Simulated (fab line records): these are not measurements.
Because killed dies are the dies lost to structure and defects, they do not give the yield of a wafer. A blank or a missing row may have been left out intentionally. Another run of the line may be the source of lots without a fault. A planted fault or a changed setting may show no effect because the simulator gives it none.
fab line records | flow sky130
record: lots: 5 | wafers: 13 | lastDay: 50
route steps=708 shown METAL2@497 VIA2@507 METAL3@532 PAD_OPEN@708
lots with no fault: from the same line, run without faults
startH: hours from the record's first day to the start of the lot's first wafer shown | waitH: time in hours since the lot's previous step | " as in the row above | L1.1+2: several wafers, shown together as one row | - no value, or no start was given | * or withheld: withheld | < > ~ a bound
route shown NAME@n: a module of which the file shows steps, and the number in the route of the first | usual: mean/standard deviation taken from wafers without a fault | same: alike in all rows | chamber/n: place in a boat | sites: per-site readings | _std_site: the values' standard deviation | _edge_site: inner sites' mean taken away from outer sites' mean | radiusMm: how far each site lies from the wafer's centre | mask NAME#n: copy n | behind: the last tool/chamber to shape the wafer | hold: why the lot went on hold/how many hours it stayed there/how the hold came to an end | device: transistor that didn't switch, given as n, p or np | end of line: at the end of the route, the tests of the same wafers | where a step has no rows: the recipe by itself | killed: not the wafer's yield, but the dies lost to structure and defects at the first sort | map: shows each die of a wafer: x if killed, . if not, _ if none is there
set.NAME: the run value of the setting; set.NAME@STEP: its run value at that earlier step | model.NAME: the simulator's own value behind a step, which no gauge read
lots seen at some steps along the route; tables by step, rows by wafer
services: from which hour (startH, from the record's first day; less than 0 if before it) a tool's chamber was out of use, for how many hours, and why
== steps ==
step: SKY_METAL2_DEVELOP_14
recipe: developTimeS: 60 | resist: KrF-thick | devTempC: 21
step: SKY_METAL2_DESCUM_17
recipe: chemistry: O2 | sourcePowerW: 150 | biasPowerW: 0 | pressureMtorr: 10 | tempC: 40 | timeS: 8
step: SKY_METAL2_ETCH_18
recipe: chemistry: N2/H2 | target: BARC | ionEnergyEv: 200 | biasW: 100 | pressureMtorr: 30 | n2FlowSccm: 100 | h2FlowSccm: 200 | icpW: 500 | stopOn: SiO2 | timeS: 45.9 | targetDepthA: 600
step: SKY_METAL2_METAL_ETCH_19
recipe: targetDepthA: 3600 | stopOn: SiO2 | overEtchFrac: 0.3 | timeS: 78 | chemistry: Cl2/BCl3 | resistSidewallDeg: 88 | pressureMtorr: 10 | icpW: 900 | biasW: 48.5 | Cl2_flow_sccm: 60 | bcl3FlowSccm: 30
step: SKY_METAL2_STRIP_20
recipe: chemistry: O2/N2 | powerW: 1400 | pressureMtorr: 1500 | platenTempC: withheld | o2FlowSccm: 3000 | n2FlowSccm: 300 | overashFraction: 0.5
step: SKY_METAL2_STRIP_21
recipe: chemistry: postEtchResidueRemover | timeS: 1200 | tempC: 72.5
step: SKY_METAL2_CLEAN_22
recipe: chemistry: IPA | timeS: 180 | tempC: 25
step: SKY_METAL2_CLEAN_23
recipe: chemistry: O3/DIW | dry: n2Spin
step: SKY_VIA2_HDPCVD_00
recipe: material: SiO2 | targetThkNm: 1180 | sigmaOpenFrac: 0.3 | timeS: 196.7 | tempC: 400 | sih4FlowSccm: 60 | pressureMtorr: 6
step: SKY_VIA2_CMP_02
recipe: material: SiO2 | downForcePsi: 4 | platenRpm: 60 | padVelocityMS: 0.94248
usual: headPressurePsi: 4.000/0.0091 | motorCurrentA: 11.8/1.1 | slurryFilterDpKPa: 13.51/0.15 | slurryFlowMlMin: 150.0/0.44
lot.wafer | tool   | chamber | startH | waitH | headPressurePsi | motorCurrentA | slurryFilterDpKPa | slurryFlowMlMin | model.SiO2_of_VIA2_HDPCVD_00.thkNm
L978.1    | cmp-02 | 0       | 864.23 | 0.1   | 4.010           | 12.6          | 13.51             | 150.2           | 496.4
L978.6    | "      | 0       | "      | "     | 4.014           | 11.8          | 13.35             | 150.1           | 495.6
L978.5    | "      | 1       | "      | "     | 3.994           | 13.5          | 13.48             | 150.4           | 495.4
L988.2    | cmp-02 | 0       | 929.21 | 0.1   | 4.001           | 12.6          | 13.51             | 150.4           | 738.6
L988.6    | "      | 2       | "      | "     | 3.994           | 11.5          | 13.64             | 150.2           | 493.8
L990.4    | cmp-02 | 1       | 940.74 | 0.2   | 4.000           | 13.9          | 13.48             | 149.9           | 494.3
L990.2    | "      | 0       | "      | "     | 4.003           | 12.0          | 13.67             | 149.8           | 735.6
L991.3    | cmp-02 | 0       | 960.93 | 0.3   | 4.006           | 13.3          | 13.18             | 149.3           | 495.5
L991.2    | "      | 1       | "      | "     | 4.006           | 13.6          | 13.36             | 150.2           | 741.6
L991.4    | "      | 2       | "      | "     | 3.989           | 11.6          | 13.64             | 150.2           | 494
L995.4    | cmp-01 | 2       | 976.61 | 0.1   | 3.994           | 11.1          | 13.51             | 149.6           | 495.7
L995.3    | "      | 3       | "      | "     | 3.990           | 11.0          | 13.66             | 150.6           | 495.2
L995.6    | "      | 1       | "      | "     | 4.009           | 13.4          | 13.49             | 149.2           | 496
step: SKY_VIA2_DEHYDRATE_04
recipe: tempC: 200 | timeS: 60
step: SKY_VIA2_HMDS_05
recipe: primeTimeS: 60 | primeTempC: 120
step: SKY_VIA2_COAT_06
recipe: resist: BARC | tempC: withheld | timeS: withheld | spinRpm: 3000 | resistThkNm: 60
step: SKY_VIA2_COAT_07
recipe: resist: KrF-thick | spinRpm: 3000 | resistThkNm: 450
step: SKY_VIA2_SOFTBAKE_08
recipe: tempC: 100 | timeS: 90 | resist: KrF-thick
step: SKY_VIA2_EXPOSE_09
recipe: maskId: VIM2 | na: 0.8 | sourceShape: annular | sigmaInner: 0.55 | sigmaOuter: 0.85 | targetCdNm: 200 | doseMj: 38
step: SKY_VIA2_PEB_10
recipe: pebTempC: withheld | pebTimeS: withheld | resist: KrF-thick
step: SKY_VIA2_DEVELOP_11
recipe: developTimeS: 60 | resist: KrF-thick | devTempC: 21
step: SKY_VIA2_ETCH_14
recipe: chemistry: N2/H2 | target: BARC | ionEnergyEv: 200 | sourceW: 500 | biasW: 100 | pressureMtorr: 30 | n2FlowSccm: 100 | h2FlowSccm: 200 | stopOn: SiO2 | timeS: 45.9 | targetDepthA: 600
step: SKY_VIA2_ETCH_15
recipe: target: SiO2 | chemistry: C4F8/O2/Ar | targetDepthNm: 546 | stopOn: TiN | maskMaterial: KrF-thick | sourceW: 1500 | biasW: 1200 | pressureMtorr: 40 | c4f8FlowSccm: withheld | O2_flow_sccm: 6 | Ar_flow_sccm: 300 | timeS: 84
usual: oesProductAu: 0.941/0.0047
same: timeS: 84
lot.wafer | tool       | chamber | startH | waitH | oesProductAu | rfHoursCounterH | model.etch.depthNm | model.VIA2.featureDepthNm
L978.1    | rieDiel-01 | 3       | 891.48 | 0.6   | 0.939        | 10              | 496.4              | 496.4
L978.5    | "          | 1       | "      | "     | 0.939        | -               | 495.4              | 495.4
L978.6    | "          | 2       | "      | "     | 0.940        | -               | 495.6              | 495.6
L988.2    | rieDiel-03 | 3       | 953.44 | 0.0   | 1.018        | 19              | 553.5              | 553.5
L988.6    | "          | 2       | "      | "     | 0.938        | -               | 493.8              | 493.8
L990.2    | rieDiel-04 | 2       | 966.38 | 0.0   | 1.000        | 15              | 542.8              | 542.8
L990.4    | "          | 3       | "      | "     | 0.941        | -               | 494.3              | 494.3
L991.2    | rieDiel-01 | 1       | 984.60 | 0.0   | 1.003        | 28              | 541.2              | 541.2
L991.3    | "          | 0       | "      | "     | 0.941        | 14              | 495.5              | 495.5
L991.4    | "          | 3       | "      | "     | 0.936        | 13              | 494                | 494
L995.3    | rieDiel-01 | 3       | 999.95 | 0.0   | 0.941        | 14              | 495.2              | 495.2
L995.4    | "          | 3       | "      | "     | 0.934        | -               | 495.7              | 495.7
L995.6    | "          | 0       | "      | "     | 0.940        | -               | 496                | 496
step: SKY_VIA2_STRIP_16
recipe: chemistry: O2/N2 | powerW: 1400 | pressureMtorr: 1500 | platenTempC: withheld | o2FlowSccm: 3000 | n2FlowSccm: 300 | overashFraction: 0.5
step: SKY_VIA2_STRIP_17
recipe: chemistry: postEtchResidueRemover | timeS: 1200 | tempC: 72.5
step: SKY_VIA2_CLEAN_18
recipe: chemistry: IPA | timeS: 180 | tempC: 25
step: SKY_VIA2_CLEAN_19
recipe: chemistry: O3/DIW | dry: n2Spin
step: SKY_VIA2_SPUTTER_20
recipe: material: TiN | targetThkNm: 20 | chamberPressurePa: 5 | powerW: 4000 | timeS: 80
step: SKY_VIA2_CVD_21
recipe: material: W | targetThkNm: 420 | timeS: 126.4 | tempC: 400 | pressureTorr: 40
step: SKY_VIA2_CMP_24
recipe: stopOn: SiO2 | tOverpolishS: 20 | downForcePsi: 3.5 | platenRpm: 60 | targetThkNm: 0 | padVelocityMS: 0.94248
usual: headPressurePsi: 3.500/0.0069 | motorCurrentA: 11.0/0.93 | slurryFilterDpKPa: 13.50/0.14 | slurryFlowMlMin: 150.0/0.48
lot.wafer | tool   | chamber | startH  | waitH | headPressurePsi | motorCurrentA | slurryFilterDpKPa | slurryFlowMlMin | model.SiO2_of_VIA2_HDPCVD_00.thkNm
L978.1    | cmp-02 | 0       | 892.61  | 0.1   | 3.502           | 11.4          | 13.59             | 149.6           | 492
L978.6    | "      | 3       | "       | "     | 3.512           | 10.4          | 13.42             | 150.0           | 491.2
L978.5    | "      | 0       | "       | "     | 3.506           | 11.8          | 13.50             | 149.5           | 491
L988.2    | cmp-01 | 1       | 954.61  | 0.1   | 3.493           | 12.2          | 13.58             | 150.6           | 734.2
L988.6    | "      | 0       | "       | "     | 3.505           | 9.9           | 13.39             | 150.5           | 489.5
L990.4    | cmp-01 | 2       | 967.72  | 0.2   | 3.505           | 10.9          | 13.30             | 149.9           | 489.9
L990.2    | "      | 0       | "       | "     | 3.500           | 10.2          | 13.36             | 149.2           | 731.2
L991.3    | cmp-02 | 3       | 985.64  | 0.0   | 3.497           | 10.4          | 13.59             | 150.7           | 491.1
L991.4    | "      | 1       | "       | "     | 3.506           | 12.0          | 13.67             | 150.4           | 489.6
L991.2    | "      | 2       | "       | "     | 3.500           | 10.8          | 13.36             | 149.7           | 737.2
L995.4    | cmp-02 | 1       | 1001.16 | 0.2   | 3.509           | 12.1          | 13.54             | 149.7           | 491.3
L995.3    | "      | 3       | "       | "     | 3.514           | 9.9           | 13.54             | 149.9           | 490.8
L995.6    | "      | 1       | "       | "     | 3.509           | 11.9          | 13.51             | 150.5           | 491.6
step: SKY_METAL3_SPUTTER_00
recipe: material: Ti | targetThkNm: 15 | powerW: 3000 | timeS: 10 | chamberPressurePa: 0.4
step: SKY_PAD_OPEN_PROBE_99
usual: defectLimitedYield: 82.7/2.1 | killed_at_M0_to_M3: 43/7.2 | killed_at_M4_up: 3.3/1.8 | killedAtContacts: 23/5.5 | killedAtFrontEnd: 16/5.1 | killedAtOther: 0.4/0.65 | killedDies: 85/10 | killedOnRim: 17/4.3 | killedOpen: 46/7.1 | killedShort: 38/7.2 | sort_bin_3_pad_short: 0.9/0.41 | sort_bin_5_function: 10.2/1.5 | sort_bin_6_memory: 6.2/1.1 | sortNPass: 407/10 | sortYieldPct: 82.7/2.1
same: grossDies: 492 | killedAtBackSide: 0 | sort_bin_4_leakage[%]: 0 | sort_bin_8_speed[%]: 0
lot.wafer | tool      | chamber | startH  | waitH | defectLimitedYield[%] | killed_at_M0_to_M3 | killed_at_M4_up | killedAtContacts | killedAtFrontEnd | killedAtOther | killedDies | killedOnRim | killedOpen | killedShort | sort_bin_3_pad_short[%] | sort_bin_5_function[%] | sort_bin_6_memory[%] | sortNPass | sortYieldPct[%]
L988.2    | prober-02 | -       | 1157.48 | 0.1   | 0                     | 445                | 2               | 28               | 17               | 0             | 492        | 96          | 45         | 33          | 0.6                     | 93.9                   | 5.5                  | 0         | 0
L988.6    | prober-02 | -       | 1157.68 | 0.2   | 84.3                  | 42                 | 5               | 17               | 13               | 0             | 77         | 21          | 41         | 35          | 0.8                     | 10.2                   | 4.7                  | 415       | 84.3
L990.2    | prober-02 | -       | 1166.45 | 0.1   | 0                     | 455                | 4               | 20               | 13               | 0             | 492        | 96          | 38         | 39          | 1.0                     | 94.3                   | 4.7                  | 0         | 0
L991.2    | prober-01 | -       | 1179.62 | 0.1   | 0                     | 447                | 4               | 23               | 18               | 0             | 492        | 96          | 53         | 36          | 0.6                     | 91.7                   | 7.7                  | 0         | 0
killed by level:class
L988.2 VIA2:areaEtch=414 CONTACT:geometricParticle:open=10 VIA1:geometricParticle:open=10 LI_CONTACT:geometricParticle:open=8 LOCAL_INTERCONNECT:geometricParticle:short=5 FIELD_ISO:geometricParticle:open=4 FIELD_ISO:geometricParticle:short=4 METAL2:geometricParticle:short=4
L988.6 METAL2:geometricParticle:short=9 VIA1:geometricParticle:open=9 VIA2:geometricParticle:open=8 LI_CONTACT:geometricParticle:open=6 CONTACT:geometricParticle:open=5 POLY_GATE:geometricParticle:short=4 METAL1:geometricParticle:short=4 POLY_GATE:geometricParticle:open=3
L990.2 VIA2:areaEtch=415 FIELD_ISO:geometricParticle:open=8 VIA1:geometricParticle:open=8 LOCAL_INTERCONNECT:geometricParticle:short=7 VIA3:geometricParticle:open=7 METAL1:geometricParticle:short=6 VIA1:geometricParticle:short=6 LI_CONTACT:geometricParticle:open=5
L991.2 VIA2:areaEtch=403 VIA1:geometricParticle:open=13 CONTACT:geometricParticle:open=10 LI_CONTACT:geometricParticle:open=9 VIA2:geometricParticle:open=7 METAL1:geometricParticle:short=6 FIELD_ISO:geometricParticle:open=5 VIA1:geometricParticle:short=5
map L988.2 (x killed, . not)
__________xxxxxxxxxx_________
________xxxxxxxxxxxxxx_______
______xxxxxxxxxxxxxxxxxx_____
_____xxxxxxxxxxxxxxxxxxxx____
____xxxxxxxxxxxxxxxxxxxxxx___
___xxxxxxxxxxxxxxxxxxxxxxxx__
__xxxxxxxxxxxxxxxxxxxxxxxxxx_
_xxxxxxxxxxxxxxxxxxxxxxxxxxxx
_xxxxxxxxxxxxxxxxxxxxxxxxxxxx
_xxxxxxxxxxxxxxxxxxxxxxxxxxxx
_xxxxxxxxxxxxxxxxxxxxxxxxxxxx
_xxxxxxxxxxxxxxxxxxxxxxxxxxxx
_xxxxxxxxxxxxxxxxxxxxxxxxxxxx
_xxxxxxxxxxxxxxxxxxxxxxxxxxxx
_xxxxxxxxxxxxxxxxxxxxxxxxxxxx
__xxxxxxxxxxxxxxxxxxxxxxxxxx_
___xxxxxxxxxxxxxxxxxxxxxxxx__
____xxxxxxxxxxxxxxxxxxxxxx___
_____xxxxxxxxxxxxxxxxxxxx____
______xxxxxxxxxxxxxxxxxx_____
________xxxxxxxxxxxxxx_______
__________xxxxxxxxxx_________
map L990.2 (x killed, . not)
__________xxxxxxxxxx_________
________xxxxxxxxxxxxxx_______
______xxxxxxxxxxxxxxxxxx_____
_____xxxxxxxxxxxxxxxxxxxx____
____xxxxxxxxxxxxxxxxxxxxxx___
___xxxxxxxxxxxxxxxxxxxxxxxx__
__xxxxxxxxxxxxxxxxxxxxxxxxxx_
_xxxxxxxxxxxxxxxxxxxxxxxxxxxx
_xxxxxxxxxxxxxxxxxxxxxxxxxxxx
_xxxxxxxxxxxxxxxxxxxxxxxxxxxx
_xxxxxxxxxxxxxxxxxxxxxxxxxxxx
_xxxxxxxxxxxxxxxxxxxxxxxxxxxx
_xxxxxxxxxxxxxxxxxxxxxxxxxxxx
_xxxxxxxxxxxxxxxxxxxxxxxxxxxx
_xxxxxxxxxxxxxxxxxxxxxxxxxxxx
__xxxxxxxxxxxxxxxxxxxxxxxxxx_
___xxxxxxxxxxxxxxxxxxxxxxxx__
____xxxxxxxxxxxxxxxxxxxxxx___
_____xxxxxxxxxxxxxxxxxxxx____
______xxxxxxxxxxxxxxxxxx_____
________xxxxxxxxxxxxxx_______
__________xxxxxxxxxx_________
== services ==
tool       | chamber | startH | hours | kind
rieDiel-04 | 1       | 840.37 | 1.3   | repair
rieDiel-01 | -       | 842.88 | 15.6  | pm
rieDiel-04 | 2       | 865.47 | 2.0   | repair
rieDiel-03 | 1       | 874.19 | 2.0   | repair
rieDiel-01 | 0       | 888.72 | 12.8  | repair
rieDiel-01 | 3       | 903.81 | 2.4   | repair
cmp-01     | -       | 907.10 | 2.2   | repair
cmp-02     | -       | 912.00 | 4.0   | pm
rieDiel-01 | 1       | 912.42 | 3.0   | repair
cmp-02     | -       | 916.00 | -     | consumableReplace:conditioner
cmp-02     | -       | 916.00 | -     | consumableReplace:pad
rieDiel-01 | 1       | 916.68 | 2.7   | repair
rieDiel-03 | 0       | 929.78 | -     | clean
rieDiel-01 | 2       | 930.07 | 5.0   | repair
rieDiel-01 | 1       | 936.56 | 8.7   | repair
rieDiel-03 | -       | 954.90 | 4.3   | pm
rieDiel-04 | 0       | 958.98 | 14.2  | repair
cmp-01     | -       | 959.84 | 1.6   | repair
rieDiel-01 | 2       | 965.75 | 3.7   | repair
cmp-02     | -       | 970.62 | 6.7   | pm
rieDiel-01 | 1       | 993.36 | -     | clean
rieDiel-01 | 1       | 993.36 | 18.4  | scheduledDown
rieDiel-01 | 1       | 993.36 | 18.4  | ventCycle
rieDiel-03 | 1       | 994.32 | 2.9   | repair
== key ==
firstSign: step: SKY_VIA2_ETCH_15 | reading: oesProductAu | direction: up | sigmas: 14 | usual: 0.941 | struck: 1.007
effect: step: SKY_PAD_OPEN_PROBE_99 | reading: killed_at_M0_to_M3 | direction: up | sigmas: 57 | usual: 43 | struck: 449
modelEffect: step: SKY_VIA2_CMP_02 | value: SiO2_of_VIA2_HDPCVD_00.thkNm | without: 495.6 | struck: 738.6
modelEffect: step: SKY_VIA2_ETCH_15 | value: etch.depthNm | without: 495.6 | struck: 545.8
modelEffect: step: SKY_VIA2_CMP_24 | value: SiO2_of_VIA2_HDPCVD_00.thkNm | without: 491.2 | struck: 734.2
moreKillsBornAt: SKY_VIA2_ETCH_15@rieDiel-04: 415 | SKY_VIA2_ETCH_15@rieDiel-03: 414 | SKY_VIA2_ETCH_15@rieDiel-01: 403
metAt SKY_VIA2_CMP_02
struckWafers L988.2,L990.2,L991.2
laterRowsLeftOut L988.2,L990.2,L991.2
onsetBetween 864.23 929.21
fault: kind: processParameterDrift | tool: cmp-02 | chamber: - | onsetH: 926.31 | steps: SKY_VIA2_CMP_02 | channel: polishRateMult | offset: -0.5 | shape: step | endH: 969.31 | scope: struckWafersOnly
laterRowsLeftOut: the simulator's readings of these wafers behind a module that went badly wrong aren't trusted and aren't shown, but for the sort
